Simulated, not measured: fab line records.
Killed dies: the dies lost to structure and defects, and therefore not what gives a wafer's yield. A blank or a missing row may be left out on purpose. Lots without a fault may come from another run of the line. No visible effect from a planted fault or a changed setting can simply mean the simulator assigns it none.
fab line records	flow sky130
record: lots: 6	wafers: 18	lastDay: 50
route steps=708 shown PWDE@52 NWELL@56 PAD_OPEN@708
lots that met no fault: from a run of the same line without faults
startH: hours from the record's first day to the start of the lot's first wafer shown	waitH: time in hours since the lot's previous step	" repeats the value in the row above	L1.1+2: several wafers, shown together as one row	- no value, or no start was given	* or withheld: withheld	< > ~ a bound
route shown NAME@n: names a module that has steps shown in the file, with the first one's number in the route	usual: mean and standard deviation over wafers with no fault	same: alike in all rows	chamber/n: place in a boat	sites: readings site by site	_std_site: standard deviation of those values	_edge_site: mean of outer sites minus mean of inner sites	radiusMm: for every site, how far away it sits from the centre of the wafer	mask NAME#n: copy n	behind: the last tool/chamber to shape the wafer	hold: what put the lot on hold/how long, in hours/how the hold closed	device: which transistor (n, p or np) failed to switch	end of line: at the end of the route, the tests of the same wafers	a step with no rows: only its recipe	killed: count of dies lost to structure and defects at first sort (not the wafer's yield)	map: the dies of a wafer, with x for killed, . for not killed, _ for no die there
set.NAME: the setting the step ran with; set.NAME@STEP: the setting that earlier step ran with	model.NAME: the simulator's own value behind a step, which no gauge read
certain route steps with their lots: each step a table, each wafer a row
services: the hour from which a tool's chamber was out of use, counted from the record's first day as startH (under 0 if before that day), plus the number of hours and why
== steps ==
step: SKY_PWDE_OVL_MEAS_07
usual: PWDE_OVL: -0.9/1.5
lot.wafer	tool	chamber	startH	waitH	PWDE_OVL[nm]
L328.2	overlay-01	-	82.03	-	-1.5
L328.5	"	-	"	"	-0.8
L328.6	"	-	"	"	-0.7
L329.3	overlay-02	-	85.23	-	0.6
L329.4	"	-	"	"	1.5
L329.5	"	-	"	"	0.8
L337.1	overlay-02	-	129.05	-	0.9
L337.3	"	-	"	"	-2.5
L337.4	"	-	"	"	-0.2
L340.1	overlay-02	-	147.22	-	-1.3
L340.2	"	-	"	"	-2.4
L340.3	"	-	"	"	-0.8
L341.1	overlay-01	-	150.87	-	-2.6
L341.4	"	-	"	"	-3.1
L341.5	"	-	"	"	-2.4
L348.1	overlay-01	-	189.15	-	-0.3
L348.5	"	-	"	"	-1.0
L348.6	"	-	"	"	-0.7
step: SKY_PWDE_IMPLANT_08
recipe: species: B	energyKev: 150	doseCm2: 3.6e+12	tiltDeg: withheld
step: SKY_PWDE_STRIP_09
recipe: chemistry: O2/N2	powerW: 1400	pressureMtorr: 1500	platenTempC: withheld	o2FlowSccm: 3000	n2FlowSccm: 300	overashFraction: 0.5
usual: drypumpMotorCurrentA: 5.66/0.28	oesProductAu: 0.723/0.0042	stripTimeToEndpointS: 36.91/0.098
lot.wafer	tool	chamber	startH	waitH	drypumpMotorCurrentA	oesProductAu	rfHoursCounterH	stripTimeToEndpointS
L328.2	plasmaAsher-03	0	82.21	0.1	5.99	0.721	41	36.85
L328.5	"	0	"	"	6.00	0.718	-	36.90
L328.6	"	1	"	"	5.83	0.725	-	36.73
L329.3	plasmaAsher-03	1	85.44	0.1	5.87	0.720	-	36.84
L329.4	"	0	"	"	5.97	0.721	-	36.82
L329.5	"	0	"	"	5.97	0.723	-	36.84
L337.1	plasmaAsher-03	0	129.24	0.1	5.99	0.724	46	36.94
L337.3	"	0	"	"	5.99	0.724	-	36.97
L337.4	"	1	"	"	5.87	0.719	-	37.02
L340.1	plasmaAsher-03	0	147.41	0.1	5.97	0.719	47	36.93
L340.2	"	1	"	"	5.86	0.733	47	36.97
L340.3	"	0	"	"	5.97	0.714	-	36.93
L341.1	plasmaAsher-02	1	151.06	0.1	5.75	0.720	3	36.98
L341.4	"	0	"	"	5.56	0.721	-	36.97
L341.5	"	1	"	"	5.75	0.719	-	36.93
L348.1	plasmaAsher-03	0	189.34	0.1	5.99	0.717	51	36.97
L348.5	"	1	"	"	5.84	0.721	-	36.89
L348.6	"	0	"	"	5.99	0.723	-	36.91
step: SKY_PWDE_TW_MEAS_10
usual: PWDE_TW: 372.6/2.6
lot.wafer	tool	chamber	startH	waitH	PWDE_TW
L328.2	filmMetro-02	-	82.32	0.1	373.8
L328.5	"	-	"	"	373.9
L328.6	"	-	"	"	373.1
L329.3	filmMetro-01	-	85.53	0.1	369.4
L329.4	"	-	"	"	370.0
L329.5	"	-	"	"	372.6
L337.1	filmMetro-04	-	129.34	0.1	372.6
L337.3	"	-	"	"	373.3
L337.4	"	-	"	"	374.5
L340.1	filmMetro-02	-	147.51	0.1	374.2
L340.2	"	-	"	"	373.2
L340.3	"	-	"	"	376.2
L341.1	filmMetro-02	-	151.16	0.1	374.8
L341.4	"	-	"	"	375.1
L341.5	"	-	"	"	378.3
L348.1	filmMetro-02	-	189.44	0.1	375.6
L348.5	"	-	"	"	374.8
L348.6	"	-	"	"	374.0
step: SKY_NWELL_DEHYDRATE_03
recipe: tempC: 200	timeS: 60
step: SKY_NWELL_HMDS_04
recipe: primeTimeS: 60	primeTempC: 120
step: SKY_NWELL_COAT_05
recipe: spinRpm: 2000	resistThkNm: 3000
step: SKY_NWELL_SOFTBAKE_06
recipe: tempC: 110	timeS: withheld
step: SKY_NWELL_EXPOSE_07
recipe: maskId: NWM	na: 0.6	sourceShape: conventional	sigmaOuter: 0.6	polarization: unpolarized	targetCdNm: 840	doseMj: 255
step: SKY_NWELL_PEB_08
recipe: tempC: 115	timeS: withheld
step: SKY_NWELL_DEVELOP_09
recipe: wallAngleDeg: 90	developer: TMAH	developTimeS: 60	devTempC: 23
step: SKY_NWELL_OVL_MEAS_10
usual: NWELL_00_OVL: -0.4/1.3
lot.wafer	tool	chamber	startH	waitH	NWELL_00_OVL[nm]
L328.2	overlay-02	-	99.13	-	0.0
L328.5	"	-	"	"	0.2
L328.6	"	-	"	"	-1.0
L329.3	overlay-02	-	102.83	-	-0.9
L329.4	"	-	"	"	0.5
L329.5	"	-	"	"	0.1
L337.1	overlay-01	-	148.92	-	0.0
L337.3	"	-	"	"	-0.7
L337.4	"	-	"	"	0.5
L340.1	overlay-01	-	167.27	-	-0.2
L340.2	"	-	"	"	0.0
L340.3	"	-	"	"	0.2
L341.1	overlay-02	-	171.27	-	-0.6
L341.4	"	-	"	"	-2.4
L341.5	"	-	"	"	-2.8
L348.1	overlay-01	-	210.47	-	2.5
L348.5	"	-	"	"	1.9
L348.6	"	-	"	"	2.4
step: SKY_NWELL_IMPLANT_11
recipe: species: P	energyKev: 400	doseCm2: 1.9e+13	tiltDeg: withheld
usual: beamEnergyKeV: 400.01/0.12
lot.wafer	tool	chamber	startH	waitH	beamEnergyKeV	model.implant.rpNm	model.implant.drpNm
L328.2	implanter-01	0	99.18	0.0	400.17	482.4	116.9
L328.5	"	0	"	"	400.11	482.4	116.9
L328.6	"	0	"	"	400.06	482.4	116.9
L329.3	implanter-02	0	102.91	0.1	399.85	495.9	116.9
L329.4	"	0	"	"	400.05	495.9	116.9
L329.5	"	0	"	"	400.02	495.9	116.9
L337.1	implanter-02	0	148.96	0.0	377.08	483.7	113.2
L337.3	"	0	"	"	377.05	483.7	113.2
L337.4	"	0	"	"	377.04	483.7	113.2
L340.1	implanter-02	0	167.31	0.0	376.80	457.4	113.2
L340.2	"	0	"	"	376.96	457.4	113.2
L340.3	"	0	"	"	377.07	457.4	113.2
L341.1	implanter-04	0	171.31	0.0	400.03	506.7	116.9
L341.4	"	0	"	"	399.88	506.7	116.9
L341.5	"	0	"	"	399.81	506.7	116.9
L348.1	implanter-01	0	210.51	0.0	400.03	483.6	116.9
L348.5	"	0	"	"	400.27	483.6	116.9
L348.6	"	0	"	"	400.10	483.6	116.9
step: SKY_NWELL_IMPLANT_12
recipe: species: P	energyKev: 120	doseCm2: 1.3e+12	tiltDeg: withheld
step: SKY_NWELL_IMPLANT_13
recipe: species: P	energyKev: 50	doseCm2: 7e+11	tiltDeg: withheld
step: SKY_NWELL_STRIP_14
recipe: chemistry: O2/N2	powerW: 1400	pressureMtorr: 1500	platenTempC: withheld	o2FlowSccm: 3000	n2FlowSccm: 300	overashFraction: 0.5
usual: drypumpMotorCurrentA: 5.6/0.39	oesProductAu: 0.722/0.0049	stripTimeToEndpointS: 36.88/0.11
lot.wafer	tool	chamber	startH	waitH	drypumpMotorCurrentA	oesProductAu	rfHoursCounterH	stripTimeToEndpointS
L328.2	plasmaAsher-02	1	99.61	0.1	5.8	0.721	45	36.75
L328.5	"	0	"	"	5.5	0.723	-	36.80
L328.6	"	1	"	"	5.8	0.723	-	36.68
L329.3	plasmaAsher-01	0	103.34	0.1	4.8	0.724	-	36.73
L329.4	"	1	"	"	5.4	0.714	-	36.68
L329.5	"	0	"	"	4.8	0.719	-	36.77
L337.1	plasmaAsher-02	1	149.41	0.1	5.7	0.717	3	37.00
L337.3	"	0	"	"	5.6	0.724	-	36.99
L337.4	"	1	"	"	5.8	0.718	-	37.12
L340.1	plasmaAsher-01	1	167.76	0.1	5.4	0.725	51	36.64
L340.2	"	0	"	"	4.8	0.726	51	36.82
L340.3	"	1	"	"	5.4	0.724	-	36.81
L341.1	plasmaAsher-01	0	171.76	0.1	4.8	0.711	51	36.96
L341.4	"	1	"	"	5.4	0.716	-	36.91
L341.5	"	0	"	"	4.8	0.725	-	36.94
L348.1	plasmaAsher-02	1	210.96	0.1	5.8	0.719	9	36.84
L348.5	"	1	"	"	5.8	0.720	-	36.81
L348.6	"	0	"	"	5.6	0.726	-	36.91
step: SKY_NWELL_TW_MEAS_15
usual: NWELL_TW: 1806/18
lot.wafer	tool	chamber	startH	waitH	NWELL_TW
L328.2	filmMetro-02	-	99.72	0.1	1836
L328.5	"	-	"	"	1833
L328.6	"	-	"	"	1824
L329.3	filmMetro-04	-	103.43	0.1	1807
L329.4	"	-	"	"	1804
L329.5	"	-	"	"	1796
L337.1	filmMetro-02	-	149.51	0.1	1818
L337.3	"	-	"	"	1812
L337.4	"	-	"	"	1812
L340.1	filmMetro-04	-	167.86	0.1	1795
L340.2	"	-	"	"	1799
L340.3	"	-	"	"	1799
L341.1	filmMetro-01	-	171.86	0.1	1778
L341.4	"	-	"	"	1786
L341.5	"	-	"	"	1791
L348.1	filmMetro-01	-	211.06	0.1	1796
L348.5	"	-	"	"	1793
L348.6	"	-	"	"	1782
step: SKY_NWELL_DEHYDRATE_16
recipe: tempC: 200	timeS: 60
step: SKY_NWELL_HMDS_17
recipe: primeTimeS: 60	primeTempC: 120
step: SKY_NWELL_COAT_18
recipe: spinRpm: 2000	resistThkNm: 3000
step: SKY_NWELL_SOFTBAKE_19
recipe: tempC: 110	timeS: withheld
step: SKY_NWELL_EXPOSE_20
recipe: maskId: NWM_COMPLEMENT	na: 0.6	sourceShape: conventional	sigmaOuter: 0.6	polarization: unpolarized	targetCdNm: 840	doseMj: 260
step: SKY_NWELL_PEB_21
recipe: tempC: 115	timeS: withheld
step: SKY_NWELL_DEVELOP_22
recipe: wallAngleDeg: 90	developer: TMAH	developTimeS: 60	devTempC: 23
step: SKY_NWELL_OVL_MEAS_23
usual: NWELL_01_OVL: 0.3/1.7
lot.wafer	tool	chamber	startH	waitH	NWELL_01_OVL[nm]
L328.2	overlay-01	-	117.68	-	1.1
L328.5	"	-	"	"	0.1
L328.6	"	-	"	"	0.3
L329.3	overlay-02	-	121.63	-	1.1
L329.4	"	-	"	"	-0.7
L329.5	"	-	"	"	-0.8
L337.1	overlay-01	-	170.11	-	-1.9
L337.3	"	-	"	"	-2.2
L337.4	"	-	"	"	-2.0
L340.1	overlay-02	-	189.17	-	-1.0
L340.2	"	-	"	"	0.7
L340.3	"	-	"	"	0.1
L341.1	overlay-02	-	192.77	-	1.5
L341.4	"	-	"	"	0.6
L341.5	"	-	"	"	0.5
L348.1	overlay-02	-	233.27	-	1.2
L348.5	"	-	"	"	1.3
L348.6	"	-	"	"	1.0
step: SKY_NWELL_IMPLANT_24
recipe: species: B	energyKev: 140	doseCm2: 9.2e+12	tiltDeg: withheld
step: SKY_NWELL_STRIP_25
recipe: chemistry: O2/N2	powerW: 1400	pressureMtorr: 1500	platenTempC: withheld	o2FlowSccm: 3000	n2FlowSccm: 300	overashFraction: 0.5
usual: drypumpMotorCurrentA: 5.7/0.32	oesProductAu: 0.722/0.0049	stripTimeToEndpointS: 36.89/0.1
lot.wafer	tool	chamber	startH	waitH	drypumpMotorCurrentA	oesProductAu	rfHoursCounterH	stripTimeToEndpointS
L328.2	plasmaAsher-02	0	117.86	0.1	5.6	0.718	0	36.94
L328.5	"	0	"	"	5.6	0.717	-	36.97
L328.6	"	1	"	"	5.7	0.721	-	36.98
L329.3	plasmaAsher-03	0	121.83	0.1	6.0	0.724	-	36.92
L329.4	"	1	"	"	5.8	0.720	-	36.94
L329.5	"	1	"	"	5.9	0.721	-	36.99
L337.1	plasmaAsher-01	0	170.30	0.1	4.8	0.721	51	37.05
L337.3	"	0	"	"	4.8	0.719	-	36.96
L337.4	"	1	"	"	5.4	0.725	-	37.02
L340.1	plasmaAsher-02	1	189.36	0.1	5.8	0.716	7	36.84
L340.2	"	0	"	"	5.6	0.716	7	36.76
L340.3	"	0	"	"	5.5	0.726	-	36.96
L341.1	plasmaAsher-02	1	192.96	0.1	5.8	0.717	7	36.88
L341.4	"	1	"	"	5.7	0.714	-	36.95
L341.5	"	0	"	"	5.6	0.727	-	36.86
L348.1	plasmaAsher-03	0	233.46	0.1	6.0	0.727	56	36.88
L348.5	"	1	"	"	5.9	0.720	-	36.68
L348.6	"	0	"	"	6.0	0.725	-	36.84
step: SKY_NWELL_TW_MEAS_26
usual: NWELL_2_TW: 493/5.1
lot.wafer	tool	chamber	startH	waitH	NWELL_2_TW
L328.2	filmMetro-02	-	117.97	0.1	498
L328.5	"	-	"	"	498
L328.6	"	-	"	"	498
L329.3	filmMetro-04	-	121.92	0.1	495
L329.4	"	-	"	"	493
L329.5	"	-	"	"	494
L337.1	filmMetro-04	-	170.40	0.1	495
L337.3	"	-	"	"	492
L337.4	"	-	"	"	492
L340.1	filmMetro-01	-	189.46	0.1	489
L340.2	"	-	"	"	487
L340.3	"	-	"	"	487
L341.1	filmMetro-01	-	193.06	0.1	485
L341.4	"	-	"	"	486
L341.5	"	-	"	"	486
L348.1	filmMetro-02	-	233.56	0.1	499
L348.5	"	-	"	"	500
L348.6	"	-	"	"	498
step: SKY_NWELL_CLEAN_27
recipe: chemistry: SC1/SC2	mix: 1:4:20	tempC: 70	timeS: 150	dry: n2Spin
step: SKY_NWELL_RTA_28
recipe: tempC: 1050	timeS: 30	idleTempC: 650	rampUpCPerS: 150	rampDownCPerS: 90	ambient: N2
usual: annealTempCMax: 1055.5/1.9	lampPowerPct: 25.31/0.059	wafer_temp_C_max: 1054.7/0.95
same: timeS: 30
lot.wafer	tool	chamber	startH	waitH	annealTempCMax	lampPowerPct	wafer_temp_C_max
L328.2	rtpAnneal-02	0	118.09	0.0	1054.1	25.29	1055.3
L328.5	"	0	"	"	1053.4	25.26	1054.3
L328.6	"	0	"	"	1054.4	25.26	1054.2
L329.3	rtpAnneal-01	0	122.04	0.0	1057.4	25.35	1054.7
L329.4	"	0	"	"	1056.8	25.33	1055.0
L329.5	"	0	"	"	1060.3	25.41	1056.5
L337.1	rtpAnneal-02	0	170.51	0.0	1052.9	25.34	1053.8
L337.3	"	0	"	"	1053.2	25.28	1054.4
L337.4	"	0	"	"	1054.3	25.27	1054.1
L340.1	rtpAnneal-01	0	189.57	0.0	1056.5	25.36	1054.7
L340.2	"	0	"	"	1057.7	25.24	1054.2
L340.3	"	0	"	"	1056.5	25.37	1056.6
L341.1	rtpAnneal-02	0	193.17	0.0	1053.8	25.38	1055.1
L341.4	"	0	"	"	1053.3	25.41	1054.7
L341.5	"	0	"	"	1054.3	25.26	1053.7
L348.1	rtpAnneal-02	0	233.67	0.0	1055.6	25.41	1053.9
L348.5	"	0	"	"	1053.8	25.18	1054.3
L348.6	"	0	"	"	1053.5	25.33	1052.9
step: SKY_NWELL_RS_MEAS_29
recipe: thkMeasGauge: four-point-probe
usual: NWELL_RS: 624.5/1.8
lot.wafer	tool	chamber	startH	waitH	hold	NWELL_RS[ohm/sq]
L328.2	filmMetro-04	-	118.19	0.1	-	623.9
L328.5	"	-	"	"	-	622.4
L328.6	"	-	"	"	-	621.2
L329.3	filmMetro-04	-	122.15	0.1	-	625.6
L329.4	"	-	"	"	-	623.8
L329.5	"	-	"	"	-	625.2
L337.1	filmMetro-02	-	170.61	0.1	awaitDispo/0.2h/release	631.9
L337.3	"	-	"	"	awaitDispo/0.2h/release	632.4
L337.4	"	-	"	"	awaitDispo/0.2h/release	631.9
L337.1	filmMetro-02	-	170.97	0.3	-	631.4
L337.3	"	-	"	"	-	631.5
L337.4	"	-	"	"	-	632.0
L340.1	filmMetro-01	-	189.77	0.2	awaitDispo/0.2h/release	635.9
L340.2	"	-	"	"	awaitDispo/0.2h/release	635.5
L340.3	"	-	"	"	awaitDispo/0.2h/release	636.1
L340.1	filmMetro-01	-	190.13	0.3	-	635.6
L340.2	"	-	"	"	-	636.0
L340.3	"	-	"	"	-	634.3
L341.1	filmMetro-01	-	193.27	0.1	-	627.3
L341.4	"	-	"	"	-	628.0
L341.5	"	-	"	"	-	627.9
L348.1	filmMetro-01	-	233.77	0.1	-	625.4
L348.5	"	-	"	"	-	624.2
L348.6	"	-	"	"	-	623.0
step: SKY_PAD_OPEN_PROBE_99
usual: killed_at_M0_to_M3: 44/6.8	killed_at_M4_up: 3.4/2	killedAtContacts: 24/5.2	killedAtFrontEnd: 15/5.2	killedAtOther: 0.2/0.46	killedDies: 87/9.8	killedOpen: 47/7.5	killedShort: 39/6.8
same: grossDies: 492	killedAtBackSide: 0
lot.wafer	tool	chamber	startH	waitH	killed_at_M0_to_M3	killed_at_M4_up	killedAtContacts	killedAtFrontEnd	killedAtOther	killedDies	killedOpen	killedShort	model.etest.nfet_16v.rOnOhmUm	model.etest.resNwell.lineOhmUm	model.etest.resNwell.rsOhmSq	model.etest.tip_p_5v.rsOhmSq	model.etest.pfet_01v8_lvt.driveUaUm	model.etest.fieldP.vtV	model.etest.pfetG5v0d10v5.offLog10AUm	model.etest.isoNwellNwell.leakLog10AUm
L328.2	prober-02	-	1089.39	0.1	38	4	21	15	1	79	45	34	1.414e+04	1153	965.4	2859	169.2	-42.26	-12.75	-13.77
L328.5	prober-02	-	1089.54	0.2	41	1	35	17	0	94	49	45	1.415e+04	1183	977.5	2884	171.3	-42.93	-12.56	-13.79
L328.6	prober-02	-	1089.59	0.2	48	2	18	14	0	82	48	34	1.422e+04	1161	966.7	2864	170.4	-42.68	-12.58	-13.75
L329.3	prober-01	-	1095.48	0.2	53	4	22	9	2	90	48	42	1.436e+04	1130	954.3	2882	170.1	-42.08	-12.52	-13.48
L329.4	prober-01	-	1095.53	0.2	35	3	33	11	0	82	51	31	1.421e+04	1122	943.9	2894	171.3	-41.58	-12.53	-13.34
L329.5	prober-01	-	1095.58	0.2	44	5	32	12	0	93	50	43	1.419e+04	1109	940.8	2850	170	-41.76	-12.68	-13.26
L337.1	prober-02	-	1147.97	0.1	57	2	32	7	1	99	54	45	1.407e+04	1155	983.2	2898	167.8	-42.98	-13	-13.75
L337.3	prober-02	-	1148.07	0.2	38	8	23	22	0	91	42	49	1.41e+04	1181	990.6	2909	171.5	-43.38	-12.85	-13.71
L337.4	prober-02	-	1148.12	0.2	35	5	29	17	0	86	55	31	1.405e+04	1160	979.4	2900	170.8	-42.31	-12.91	-13.78
L340.1	prober-02	-	1158.10	0.1	53	3	18	10	0	84	50	34	1.344e+04	1308	1080	2931	169.3	-44.05	-12.92	-13.85
L340.2	prober-02	-	1158.15	0.1	49	2	22	23	0	96	47	49	1.34e+04	1324	1084	2943	168.2	-44.43	-13.4	-13.88
L340.3	prober-02	-	1158.20	0.2	56	1	24	29	0	110	58	52	1.361e+04	1348	1111	2923	168.3	-45.38	-13.32	-13.89
L341.1	prober-01	-	1162.79	0.1	38	2	30	13	0	83	34	49	1.411e+04	1048	893.9	2849	173.5	-38.04	-12.32	-12.91
L341.4	prober-01	-	1162.94	0.2	27	2	28	9	0	66	39	27	1.413e+04	1047	895.1	2826	173.3	-38.65	-12.27	-12.69
L341.5	prober-01	-	1162.99	0.2	39	4	29	14	0	86	47	39	1.408e+04	1028	904	2823	171.1	-38.65	-12.27	-12.84
L348.1	prober-02	-	1192.20	0.1	45	2	18	19	0	84	56	28	1.386e+04	1151	976.8	2888	177.7	-42.49	-12.93	-13.64
L348.5	prober-02	-	1192.40	0.2	55	4	21	6	0	86	47	39	1.379e+04	1141	966.2	2876	176.5	-42.12	-12.62	-13.76
L348.6	prober-02	-	1192.45	0.2	41	4	21	16	1	83	49	34	1.396e+04	1146	974.3	2897	175.9	-42.74	-13.05	-13.53
killed by level:class
L328.2 VIA1:geometricParticle:open=13 CONTACT:geometricParticle:open=9 FIELD_ISO:geometricParticle:open=5 LI_CONTACT:geometricParticle:open=4 CONTACT:geometricParticle:short=4 METAL2:geometricParticle:short=4 VIA2:geometricParticle:short=4 VIA3:geometricParticle:open=4
L328.5 LI_CONTACT:geometricParticle:open=12 VIA1:geometricParticle:open=10 CONTACT:geometricParticle:open=9 CONTACT:geometricParticle:short=6 METAL2:geometricParticle:short=6 VIA2:geometricParticle:open=6 FIELD_ISO:geometricParticle:short=5 POLY_GATE:geometricParticle:short=5
L328.6 VIA1:geometricParticle:open=19 VIA3:geometricParticle:open=9 CONTACT:geometricParticle:short=7 METAL1:geometricParticle:short=6 FIELD_ISO:geometricParticle:short=5 LI_CONTACT:geometricParticle:open=5 VIA2:geometricParticle:open=5 POLY_GATE:geometricParticle:open=3
L329.3 VIA2:geometricParticle:open=12 VIA1:geometricParticle:open=10 CONTACT:geometricParticle:open=8 METAL2:geometricParticle:short=7 LI_CONTACT:geometricParticle:open=6 VIA1:geometricParticle:short=6 VIA3:geometricParticle:open=5 METAL3:geometricParticle:short=5
L329.4 CONTACT:geometricParticle:open=13 VIA1:geometricParticle:open=10 CONTACT:geometricParticle:short=8 METAL2:geometricParticle:short=6 LI_CONTACT:geometricParticle:open=6 FIELD_ISO:geometricParticle:open=4 FIELD_ISO:geometricParticle:short=4 VIA2:geometricParticle:open=4
L329.5 CONTACT:geometricParticle:open=13 LI_CONTACT:geometricParticle:open=10 VIA1:geometricParticle:open=8 METAL2:geometricParticle:short=7 VIA2:geometricParticle:open=6 CONTACT:geometricParticle:short=5 METAL1:geometricParticle:short=5 FIELD_ISO:geometricParticle:short=4
L337.1 VIA1:geometricParticle:open=12 CONTACT:geometricParticle:open=11 LI_CONTACT:geometricParticle:open=10 VIA3:geometricParticle:open=9 VIA1:geometricParticle:short=7 METAL2:geometricParticle:short=7 VIA2:geometricParticle:open=7 METAL1:geometricParticle:short=5
L337.3 LI_CONTACT:geometricParticle:open=7 VIA2:geometricParticle:open=7 POLY_GATE:geometricParticle:open=6 VIA1:geometricParticle:open=6 POLY_GATE:geometricParticle:short=5 CONTACT:geometricParticle:open=5 METAL1:geometricParticle:short=5 VIA3:geometricParticle:short=5
L337.4 CONTACT:geometricParticle:open=11 VIA1:geometricParticle:open=9 LI_CONTACT:geometricParticle:open=8 VIA2:geometricParticle:open=7 POLY_GATE:geometricParticle:open=6 CONTACT:geometricParticle:short=5 VIA3:geometricParticle:open=4 FIELD_ISO:geometricParticle:short=3
L340.1 VIA2:geometricParticle:open=12 VIA1:geometricParticle:open=10 CONTACT:geometricParticle:open=8 METAL1:geometricParticle:short=7 VIA1:geometricParticle:short=5 VIA3:geometricParticle:open=5 LI_CONTACT:geometricParticle:open=3 METAL2:geometricParticle:short=3
L340.2 VIA2:geometricParticle:open=9 CONTACT:geometricParticle:open=8 CONTACT:geometricParticle:short=8 VIA1:geometricParticle:open=8 POLY_GATE:geometricParticle:open=7 METAL1:geometricParticle:short=7 FIELD_ISO:geometricParticle:short=6 VIA3:geometricParticle:open=6
L340.3 VIA1:geometricParticle:open=13 METAL1:geometricParticle:short=10 METAL2:geometricParticle:short=9 FIELD_ISO:geometricParticle:short=8 POLY_GATE:geometricParticle:short=8 CONTACT:geometricParticle:open=8 VIA2:geometricParticle:open=8 FIELD_ISO:geometricParticle:open=6
L341.1 LI_CONTACT:geometricParticle:short=8 LOCAL_INTERCONNECT:geometricParticle:short=8 VIA1:geometricParticle:open=8 VIA1:geometricParticle:short=6 METAL2:geometricParticle:short=6 FIELD_ISO:geometricParticle:open=5 LI_CONTACT:geometricParticle:open=5 CONTACT:geometricParticle:open=5
L341.4 LI_CONTACT:geometricParticle:open=9 CONTACT:geometricParticle:open=8 VIA1:geometricParticle:open=8 CONTACT:geometricParticle:short=7 METAL1:geometricParticle:short=5 POLY_GATE:geometricParticle:open=4 VIA2:geometricParticle:open=4 METAL2:geometricParticle:short=3
L341.5 CONTACT:geometricParticle:open=14 VIA1:geometricParticle:open=11 VIA1:geometricParticle:short=7 LI_CONTACT:geometricParticle:open=6 VIA3:geometricParticle:open=5 CONTACT:geometricParticle:short=5 METAL3:geometricParticle:short=5 POLY_GATE:geometricParticle:short=3
L348.1 VIA1:geometricParticle:open=16 VIA2:geometricParticle:open=10 CONTACT:geometricParticle:open=6 LI_CONTACT:geometricParticle:open=5 FIELD_ISO:geometricParticle:short=4 FIELD_ISO:geometricParticle:open=4 CONTACT:geometricParticle:short=4 VIA3:geometricParticle:open=4
L348.5 VIA1:geometricParticle:open=16 VIA1:geometricParticle:short=8 LI_CONTACT:geometricParticle:open=7 VIA2:geometricParticle:open=6 CONTACT:geometricParticle:short=5 METAL2:geometricParticle:short=5 VIA3:geometricParticle:open=5 VIA3:geometricParticle:short=4
L348.6 VIA1:geometricParticle:open=17 CONTACT:geometricParticle:open=8 FIELD_ISO:geometricParticle:open=6 VIA2:geometricParticle:open=6 LI_CONTACT:geometricParticle:open=5 METAL1:geometricParticle:short=5 FIELD_ISO:geometricParticle:short=4 VIA3:geometricParticle:open=4
== services ==
tool	chamber	startH	hours	kind
implanter-02	-	62.91	1.8	repair
implanter-04	-	69.50	2.5	repair
implanter-02	-	73.32	2.3	repair
implanter-04	-	79.67	3.9	pm
implanter-01	-	92.39	2.6	repair
plasmaAsher-02	-	100.24	1.0	repair
plasmaAsher-02	-	108.75	9.0	pm
plasmaAsher-02	0	108.75	9.0	ventCycle
plasmaAsher-02	1	108.75	9.0	ventCycle
plasmaAsher-02	0	117.75	-	clean
plasmaAsher-02	1	117.75	-	clean
implanter-01	-	118.58	1.8	repair
implanter-02	-	122.89	2.3	pm
implanter-01	-	131.04	5.2	repair
implanter-02	-	133.29	3.7	repair
implanter-04	-	191.82	0.7	repair
rtpAnneal-02	-	200.42	3.4	pm
== key ==
firstSign: step: SKY_NWELL_IMPLANT_11	reading: beamEnergyKeV	direction: down	sigmas: 99+	usual: *	struck: *
effect: step: SKY_NWELL_RS_MEAS_29	reading: visit	direction: added
effect: step: SKY_NWELL_RS_MEAS_29	reading: NWELL_RS	direction: up	sigmas: 5.1	usual: 624.5	struck: 633.9
modelEffect: step: SKY_NWELL_IMPLANT_11	value: implant.rpNm	without: 496.3	struck: 470.6
modelEffect: step: SKY_PAD_OPEN_PROBE_99	value: etest.nfet_16v.rOnOhmUm	without: 1.405e+04	struck: 1.378e+04
metAt SKY_NWELL_IMPLANT_11
struckWafers L337.1,L337.3,L337.4,L340.1,L340.2,L340.3
testerLeftOut L337,L340
onsetBetween 102.91 148.96
fault: kind: processParameterDrift	tool: implanter-02	chamber: -	onsetH: 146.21	steps: SKY_NWELL_IMPLANT_11	channel: energyKev	offset: *	shape: step	endH: 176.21	actsIn: *	stated: *
testerLeftOut: of these lots the tester's yield and bins aren't shown, on N5 and GAA mostly nor the transistor test; their killed dies are dies lost to structure and defects alone, not to doping, threshold or leakage, so they don't give the yield
